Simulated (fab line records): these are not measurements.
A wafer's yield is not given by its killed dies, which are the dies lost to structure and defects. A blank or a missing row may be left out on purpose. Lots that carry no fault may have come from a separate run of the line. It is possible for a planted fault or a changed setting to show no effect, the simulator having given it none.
Matching of chambers || flow gf180mcu || cmp-01 running GF_V4_CMP_26: 4 sister chambers
The step polishes, stops on SiO2, t overpolish 15 s, target thk 0 nm. 4 wafers are shown with their chamber, then 9 later ones without.

== EACH WAFER AND ITS CHAMBER ==
{"wafer": "L101.4", "chamber": 3, "time-to-endpoint-s (s)": 88}
{"wafer": "L102.4", "chamber": 2, "time-to-endpoint-s (s)": 91}
{"wafer": "L102.5", "chamber": 0, "time-to-endpoint-s (s)": 89}
{"wafer": "L102.6", "chamber": 1, "time-to-endpoint-s (s)": 85}

== WAFERS WITHOUT THEIR CHAMBER ==
{"wafer": "L103.4", "time-to-endpoint-s (s)": 90}
{"wafer": "L103.5", "time-to-endpoint-s (s)": 90}
{"wafer": "L103.6", "time-to-endpoint-s (s)": 90}
{"wafer": "L111.2", "time-to-endpoint-s (s)": 84}
{"wafer": "L111.4", "time-to-endpoint-s (s)": 83}
{"wafer": "L111.5", "time-to-endpoint-s (s)": 84}
{"wafer": "L112.2", "time-to-endpoint-s (s)": 87}
{"wafer": "L112.3", "time-to-endpoint-s (s)": 83}
{"wafer": "L112.6", "time-to-endpoint-s (s)": 85}

== THE CHAMBER EACH PASSED THROUGH ==
{"wafer": "L103.4", "from the rows above": "can't be placed: 0 or 2 or 3", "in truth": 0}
{"wafer": "L103.5", "from the rows above": "can't be placed: 0 or 2 or 3", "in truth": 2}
{"wafer": "L103.6", "from the rows above": "can't be placed: 0 or 2 or 3", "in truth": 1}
{"wafer": "L111.2", "from the rows above": 1, "in truth": 1}
{"wafer": "L111.4", "from the rows above": 1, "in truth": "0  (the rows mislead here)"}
{"wafer": "L111.5", "from the rows above": 1, "in truth": 1}
{"wafer": "L112.2", "from the rows above": "can't be placed: 3 or 0 or 1", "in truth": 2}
{"wafer": "L112.3", "from the rows above": 1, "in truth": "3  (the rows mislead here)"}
{"wafer": "L112.6", "from the rows above": 1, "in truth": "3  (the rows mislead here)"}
Placed correctly: 2 of 9. These rows do not allow placing 4 (true chamber among the candidates in 2). Wrongly placed: 3.
How it was worked out, from the rows above alone: a wafer's distance from a chamber is the root of the sum, over the readings, of the square of ((its reading less the chamber's mean) divided by the reading's scatter). If the next closest chamber is less than 2 further off than the closest, the wafer can't be placed; otherwise it belongs to the closest. The mean given for a chamber averages the wafers shown for that chamber. The scatter (one wafer shown for each chamber): square how far every hidden wafer sits from the nearest shown wafer, average those squares and take the square root.
